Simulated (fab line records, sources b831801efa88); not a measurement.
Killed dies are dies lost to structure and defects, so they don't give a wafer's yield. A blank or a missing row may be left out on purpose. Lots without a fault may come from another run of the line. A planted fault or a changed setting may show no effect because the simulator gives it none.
A struck lot beside a sound one | flow gf180mcu | 14 steps out of a route of 602
Sound: wafers L779.1, L779.4, L779.6. Struck: wafer L792.2. (L792.3, L792.6 of the same lot were not struck and are left out.) The cause comes at the end.
At each step with rows: each side's tool, then ch and its chambers, then its first start. Under that, the readings that differ: sound wafers | struck wafers | difference of the means | sigmas: that difference in standard deviations of wafers without a fault.
alike: readings whose means differ by less than 2 such deviations, and words and numbers that are the same on both sides. not compared: withheld readings, readings that some wafer has no value for, bounds like >300 that may hide the same value, and numbers for which the record gives no deviation and whose values overlap.
The two part at a step that has a row with sigmas, a row that says differs or no value, or rows on one side only. Numbers that don't overlap but have no deviation are shown without sigmas and don't part them. A reading that every wafer of one side lacks parts them only if that side has two wafers or more.

first, 4 steps without rows for these wafers: GF_M3_SOFTBAKE_10 (time 60 s); GF_M3_EXPOSE_11 (exposes mask Metal3, target cd 280 nm); GF_M3_PEB_12 (peb time 90 s); GF_M3_DEVELOP_13 (develop time 60 s).
GF_M3_CD_MEAS_14: target cd 280 nm.
  sound on cd_sem-01, day 22 18:45; struck on cd_sem-02, day 26 23:40
  alike: cd_nm
GF_M3_OVL_MEAS_15:
  sound on overlay-01, day 22 18:52; struck on overlay-02, day 26 23:47
  alike: M3_OVL
GF_M3_METAL_ETCH_16: etches the open film in Cl2/BCl3, stops on SiO2, target depth 627.5 nm, time 104.6 s.
  sound on rie_metal-04 ch 0,1, day 22 18:55; struck on rie_metal-01 ch 1, day 26 23:49
  reading                     | sound       | struck | difference | sigmas
  drypump_motor_current_A (A) | 6.3 6.3 6.1 | 5.1    | -1.1       | -2
  alike: oes_product_au, throttle_valve_pct
  not compared: rf_hours_counter_h
GF_M3_STRIP_17: strips in O2/N2.
  sound on plasma_asher-02 ch 0,1, day 22 19:01; struck on plasma_asher-03 ch 0, day 26 23:55
  reading            | sound       | struck | difference | sigmas
  heater_power_w (W) | 309 340 328 | 394    | +68        | +2
  alike: drypump_motor_current_A, n2_flow_sccm, oes_product_au, strip_time_to_endpoint_s
  not compared: rf_hours_counter_h
then, 3 steps without rows for these wafers: GF_M3_STRIP_18 (strips in post etch residue remover, time 1200 s); GF_M3_CLEAN_19 (cleans in DIW); GF_V3_CVD_00 (deposits SiO2, target thk 600 nm, time 100 s).
GF_V3_THK_MEAS_01:
  sound on film_metro-02, day 22 19:42; struck on film_metro-04, day 27 00:35
  alike: V3_CVD_00_THK
GF_V3_CVD_02: deposits SiO2 from TEOS, target thk 850 nm, time 94.851 s.
  sound on pecvd-01 ch 0,1, day 22 19:46; struck on pecvd-03 ch 1, day 27 00:38
  alike: heater_power_w
  not compared: since_wet_clean_h, model.SiO2_of_V3_CVD_02.thk_nm
GF_V3_THK_MEAS_03:
  sound on film_metro-01, day 22 19:50; struck on film_metro-01, day 27 00:43
  alike: V3_CVD_02_THK

WHERE THEY PART
First at GF_M3_METAL_ETCH_16; last, within this record, at GF_M3_STRIP_17. Later steps at which nothing parts them and some readings are alike: GF_V3_THK_MEAS_01, GF_V3_CVD_02, GF_V3_THK_MEAS_03.

WHY: what the simulator had put in
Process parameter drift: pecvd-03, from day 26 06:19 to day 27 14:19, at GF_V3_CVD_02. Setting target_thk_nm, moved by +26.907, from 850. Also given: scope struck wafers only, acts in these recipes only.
